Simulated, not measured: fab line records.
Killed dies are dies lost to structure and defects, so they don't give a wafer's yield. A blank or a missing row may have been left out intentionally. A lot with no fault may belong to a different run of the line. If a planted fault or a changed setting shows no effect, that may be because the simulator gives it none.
Comparing a struck lot with a sound one ; flow sky130 ; 33 steps out of a route of 708
Sound: these wafers, L800.1, L800.2, L800.5. Struck: wafer L796.5. (L796.1, L796.6 of the same lot were not struck and are left out.) The cause comes at the end.
Order at every step that has rows: each side's tool, ch and its chambers, its first start. Under that, the readings that differ: sound wafers ; struck wafers ; difference of the means ; sigmas: that difference in standard deviations of wafers without a fault.
alike: readings whose means differ by less than 2 such deviations, and words and numbers that are the same on both sides. not compared: withheld readings, readings that some wafer has no value for, bounds like >300 that may hide the same value, and numbers for which the record gives no deviation and whose values overlap.
Wherever a step has rows on one side only, a row that says differs or no value, or a row with sigmas, the two part there. Numbers that don't overlap but have no deviation are shown without sigmas and don't part them. Lack of a reading on every wafer of one side parts them only where that side has two or more wafers.

first, 4 steps without rows for these wafers: SKY_LOCAL_INTERCONNECT_SOFTBAKE_07 (time 90 s); SKY_LOCAL_INTERCONNECT_EXPOSE_08 (exposes mask LI1M, target cd 170 nm); SKY_LOCAL_INTERCONNECT_PEB_09; SKY_LOCAL_INTERCONNECT_DEVELOP_10 (develop time 60 s).
SKY_LOCAL_INTERCONNECT_CD_MEAS_11 targets a cd of 170 nm.
  struck on cdSem-01, day 31 16:12; sound on cdSem-01, day 32 23:12
reading;sound;struck;difference;sigmas
cdNm (nm);168.9 169.2 169.7;166.7;-2.6;-2
SKY_LOCAL_INTERCONNECT_OVL_MEAS_12:
  struck on overlay-01, day 31 16:19; sound on overlay-01, day 32 23:19
  alike: LOCAL_INTERCONNECT_OVL
SKY_LOCAL_INTERCONNECT_ETCH_13: etches BARC in N2/H2, stops on SiO2, time 45.9 s, target depth 60 nm.
  sound on rieMetal-01 ch 0,1, day 32 23:21; struck on rieMetal-01 ch 0, day 31 16:21
  alike: drypumpMotorCurrentA, oesProductAu, throttleValvePct
  not compared: rfHoursCounterH
then, 1 step without rows for these wafers: SKY_LOCAL_INTERCONNECT_METAL_ETCH_14 (etches TiN in Cl2/BCl3, stops on PSG, target depth 110 nm, time 31.4 s).
SKY_LOCAL_INTERCONNECT_STRIP_15: strips in O2/N2.
  sound on plasmaAsher-04 ch 0,1, day 32 23:28; struck on plasmaAsher-04 ch 0, day 31 16:28
  alike: drypumpMotorCurrentA, oesProductAu, stripTimeToEndpointS
  not compared: rfHoursCounterH
then, 3 steps without rows for these wafers: SKY_LOCAL_INTERCONNECT_STRIP_16 (strips in post etch residue remover, time 1200 s); SKY_LOCAL_INTERCONNECT_CLEAN_17 (cleans in IPA, time 180 s); SKY_LOCAL_INTERCONNECT_CLEAN_18 (cleans in O3/DIW).
SKY_CONTACT_CVD_00: deposits Si3N4, target thk 75 nm.
  sound on pecvd-01 ch 0,2, day 33 00:29; struck on pecvd-04 ch 2, day 31 17:05
reading;sound;struck;difference;sigmas
model.Si3N4_of_CONTACT_CVD_00.thkNm (nm);74.93 73.22 76.16;85.85;+11.08;
  alike: heaterPowerOuterW, heaterPowerW
SKY_CONTACT_THK_MEAS_01:
  struck on filmMetro-01, day 31 17:07; sound on filmMetro-01, day 33 00:31
reading;sound;struck;difference;sigmas
CONTACT_CVD_00_THK (nm);74.9 73.2 76.1;85.9;+11.2;+11
then, 1 step without rows for these wafers: SKY_CONTACT_HDPCVD_02 (deposits SiO2, target thk 565 nm, time 94.2 s).
SKY_CONTACT_THK_MEAS_03:
  struck on filmMetro-03, day 31 17:15; sound on filmMetro-03, day 33 00:39
  alike: CONTACT_HDPCVD_THK
SKY_CONTACT_CMP_04: polishes SiO2.
  sound on cmp-01 ch 0,2,3, day 33 02:05; struck on cmp-01 ch 2, day 31 17:28
  alike: motorCurrentA
SKY_CONTACT_BOW_MEAS_05:
  struck on filmMetro-03, day 31 17:37; sound on filmMetro-01, day 33 02:17
  alike: CONTACT_BOW
then, 8 steps without rows for these wafers: SKY_CONTACT_DEHYDRATE_06 (time 60 s); SKY_CONTACT_HMDS_07 (prime time 60 s); SKY_CONTACT_COAT_08 (resist thk 60 nm); SKY_CONTACT_COAT_09 (resist thk 450 nm); SKY_CONTACT_SOFTBAKE_10 (time 90 s); SKY_CONTACT_EXPOSE_11 (exposes mask CTM1, target cd 170 nm); SKY_CONTACT_PEB_12; SKY_CONTACT_DEVELOP_13 (develop time 60 s).
SKY_CONTACT_CD_MEAS_14 targets a cd of 170 nm.
  struck on cdSem-02, day 32 20:44; sound on cdSem-01, day 34 04:38
  alike: cdNm
SKY_CONTACT_OVL_MEAS_15:
  struck on overlay-02, day 32 20:51; sound on overlay-01, day 34 04:45
  alike: CONTACT_OVL
SKY_CONTACT_ETCH_16: etches BARC in N2/H2, stops on SiO2, time 45.9 s, target depth 60 nm.
  sound on rieDiel-02 ch 0,2,3, day 34 04:47; struck on rieDiel-02 ch 3, day 32 20:53
  alike: drypumpMotorCurrentA, oesProductAu, throttleValvePct
  not compared: rfHoursCounterH
SKY_CONTACT_ETCH_17: etches SiO2 in C4F8/O2/Ar, stops on Si3N4, target depth 340 nm.
  sound on rieDiel-02 ch 0,2,3, day 34 04:50; struck on rieDiel-02 ch 3, day 32 20:56
  alike: oesProductAu
SKY_CONTACT_ETCH_18: etches Si3N4 in CHF3/O2, stops on TiN, time 39 s, target depth 75 nm.
  sound: rieDiel-02 ch 0,2,3; struck: rieDiel-02 ch 3
reading;sound;struck;difference;sigmas
oesProductAu (a.u.);0.859 0.843 0.864;0.928;+0.073;+9
model.etch.depthNm (nm);74.93 73.22 76.16;85.85;+11.08;
  alike: drypumpMotorCurrentA, throttleValvePct
  not compared: rfHoursCounterH
then, 2 steps without rows for these wafers: SKY_CONTACT_STRIP_19 (strips in O2/N2); SKY_PAD_OPEN_PROBE_99.

WHERE THEY PART
At SKY_LOCAL_INTERCONNECT_CD_MEAS_11 first; at SKY_CONTACT_ETCH_18 last (within this record only).

WHY: whatever the simulator had introduced
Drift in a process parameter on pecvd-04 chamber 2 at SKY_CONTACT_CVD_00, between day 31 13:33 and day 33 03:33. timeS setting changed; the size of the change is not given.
